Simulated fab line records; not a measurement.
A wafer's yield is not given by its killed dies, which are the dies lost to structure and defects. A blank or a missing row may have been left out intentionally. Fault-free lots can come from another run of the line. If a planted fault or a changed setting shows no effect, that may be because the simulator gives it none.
Comparing a struck lot with a sound one :: flow gf180mcu :: 15 steps out of a route of 602
Sound: these wafers, L842.1, L842.5, L842.6. Struck: wafers L849.2, L849.3, L849.6. The cause comes at the end.
For every step that has rows: the tool of each side, followed by ch and its chambers, followed by its first start. Under that, the readings that differ: sound wafers :: struck wafers :: difference of the means :: sigmas: that difference in standard deviations of wafers without a fault.
alike: readings with means less than 2 such deviations apart, plus words and numbers identical on both sides. not compared: withheld readings, readings lacking a value on some wafer, bounds such as >300 that could conceal the same value, and numbers that have no deviation in the record and whose values overlap.
A row with sigmas, a row that says differs or no value, or rows on one side alone: a step with any of these is where the two part. Numbers that have no deviation but don't overlap get no sigmas and don't part them. A reading that every wafer of one side lacks parts them only if that side has two wafers or more.

GF_V4_OVL_MEAS_15:
  sound: overlay-01 at day 24 12:16; struck: overlay-01 at day 27 02:31
  alike: V4_OVL
GF_V4_ETCH_16: etches BARC in N2/H2.
  sound on rieDiel-04 ch 0,2,3, day 24 12:19; struck on rieDiel-03 ch 1,2, day 27 02:33
  alike: drypumpMotorCurrentA, oesProductAu, throttleValvePct
then, 4 steps without rows for these wafers: GF_V4_ETCH_17 (etches SiO2 in C4F8/O2/Ar, stops on TiN, target depth 630 nm); GF_V4_STRIP_18 (strips in O2/N2); GF_V4_STRIP_19 (strips in post etch residue remover, time 1200 s); GF_V4_CLEAN_20 (cleans in DIW).
GF_V4_SPUTTER_21: material Ti, target thk 15 nm, time 80.02 s.
  sound: pvdSputter-04 at day 24 12:58; struck: pvdSputter-02 at day 27 03:13
  alike: throttleValvePct
GF_V4_SPUTTER_22: material TiN, target thk 10 nm, time 40 s.
  sound: pvdSputter-04 at day 24 13:02; struck: pvdSputter-02 at day 27 03:17
  alike: throttleValvePct
GF_V4_CVD_23: deposits W, target thk 350 nm, time 104.9 s.
  sound on cvdW-02 ch 0,1, day 24 13:05; struck on cvdW-01 ch 0,1, day 27 03:19
reading: heaterPowerW (W)
sound: 928 950 890
struck: 783 839 776
difference: -123
sigmas: -2
GF_V4_RS_MEAS_24: measurement is done with a four-point probe.
  sound: filmMetro-03 at day 24 13:11; struck: filmMetro-04 at day 27 03:28
  alike: V4_W_RS
GF_V4_THK_MEAS_25: measures by xrf.
  sound: filmMetro-03 at day 24 13:19; struck: filmMetro-04 at day 27 03:34
  alike: V4_W_THK
then, 1 step without rows for these wafers: GF_V4_CMP_26 (polishes, stops on SiO2, t overpolish 15 s, target thk 0 nm).
GF_MIM_SPUTTER_00: material Ti, target thk 37.5 nm, time 150 s.
  sound: pvdSputter-03 at day 24 13:40; struck: pvdSputter-04 at day 27 03:55
reading: model.Ti_of_MIM_SPUTTER_00.thkNm (nm)
sound: 37.48 37.34 37.34
struck: 59.48 60.05 60.26
difference: +22.54
sigmas: 
  alike: throttleValvePct
GF_MIM_SPUTTER_01: material TiN, target thk 30 nm, time 25 s.
  sound: pvdSputter-03 at day 24 13:47; struck: pvdSputter-04 at day 27 04:01
  alike: throttleValvePct
-- the record jumps here: 4 days lie between the struck wafers' starts before and after (it left off in module MIM and takes up again in module PASSIVATION, whose first step shown is number 602 of the route) --
GF_PASSIVATION_PROBE_99:
  only the struck wafers here have rows in the record (prober-02, day 31 09:17); the sound ones have none

WHERE THEY PART
Last at GF_PASSIVATION_PROBE_99 as far as this record goes, first at GF_V4_CVD_23.

WHY: whatever the simulator had introduced
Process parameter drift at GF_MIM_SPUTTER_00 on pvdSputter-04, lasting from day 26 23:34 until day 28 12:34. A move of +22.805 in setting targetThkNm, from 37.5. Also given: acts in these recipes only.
